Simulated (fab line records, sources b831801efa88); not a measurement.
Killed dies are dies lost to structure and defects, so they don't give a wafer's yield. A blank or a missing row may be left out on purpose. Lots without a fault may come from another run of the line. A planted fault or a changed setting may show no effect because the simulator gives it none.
A struck lot beside a sound one | flow gf180mcu | 14 steps out of a route of 602
Sound: wafers L465.1, L465.3, L465.4. Struck: wafers L456.2, L456.4, L456.6. The cause comes at the end.
At each step with rows: each side's tool, then ch and its chambers, then its first start. Under that, the readings that differ: sound wafers | struck wafers | difference of the means | sigmas: that difference in standard deviations of wafers without a fault.
alike: readings whose means differ by less than 2 such deviations, and words and numbers that are the same on both sides. not compared: withheld readings, readings that some wafer has no value for, bounds like >300 that may hide the same value, and numbers for which the record gives no deviation and whose values overlap.
The two part at a step that has a row with sigmas, a row that says differs or no value, or rows on one side only. Numbers that don't overlap but have no deviation are shown without sigmas and don't part them. A reading that every wafer of one side lacks parts them only if that side has two wafers or more.

GF_M2_SPUTTER_01: material TiN, target thk 30 nm, time 25 s.
  sound on pvd_sputter-04, day 24 16:41; struck on pvd_sputter-04, day 21 14:01
  alike: throttle_valve_pct
GF_M2_SPUTTER_02: material AlCu, target thk 450 nm, time 23.9 s.
  sound on pvd_sputter-04, day 24 16:43; struck on pvd_sputter-04, day 21 14:02
  alike: throttle_valve_pct
GF_M2_SPUTTER_03: material Ti, target thk 10 nm, time 6.7 s.
  sound on pvd_sputter-04, day 24 16:45; struck on pvd_sputter-04, day 21 14:04
  alike: substrate_temp_c, throttle_valve_pct
GF_M2_SPUTTER_04: material TiN, target thk 50 nm, time 41.7 s.
  sound on pvd_sputter-04, day 24 16:46; struck on pvd_sputter-04, day 21 14:05
  alike: throttle_valve_pct
GF_M2_RS_MEAS_05: measures by four-point-probe.
  sound on film_metro-04, day 24 16:49; struck on film_metro-02, day 21 14:09
  alike: M2_ALCU_RS
GF_M2_THK_MEAS_06: measures by xrf.
  sound on film_metro-04, day 24 16:56; struck on film_metro-02, day 21 14:16
  alike: M2_ALCU_THK
then, 6 steps without rows for these wafers: GF_M2_DEHYDRATE_07 (time 60 s); GF_M2_HMDS_08 (prime time 60 s); GF_M2_COAT_09 (resist thk 1000 nm); GF_M2_SOFTBAKE_10 (time 60 s); GF_M2_EXPOSE_11 (exposes mask Metal2, target cd 280 nm); GF_M2_PEB_12 (peb time 90 s).
GF_M2_DEVELOP_13: develop time 60 s.
  sound on litho_track-03 ch 0, day 25 13:28; struck on litho_track-01, day 22 13:31
  no value came back on the struck wafers for chill_plate_temp_C (C), develop_time_s (s); on the sound wafers chill_plate_temp_C (C) reads 23.01 23.02 23.14
  reading                             | sound             | struck        | difference | sigmas
  model.KrF_of_M2_COAT_09.thk_nm (nm) | 985.5 985.8 984.6 | 997.3 996 997 | +11.5      |
GF_M2_CD_MEAS_14: target cd 280 nm.
  sound on cd_sem-01, day 25 13:37; struck on cd_sem-02, day 22 13:39
  reading    | sound             | struck | difference                    | sigmas
  cd_nm (nm) | 280.5 280.0 280.0 | - - -  | no value on the struck wafers |

WHERE THEY PART
First at GF_M2_DEVELOP_13; last, within this record, at GF_M2_CD_MEAS_14.

WHY: what the simulator had put in
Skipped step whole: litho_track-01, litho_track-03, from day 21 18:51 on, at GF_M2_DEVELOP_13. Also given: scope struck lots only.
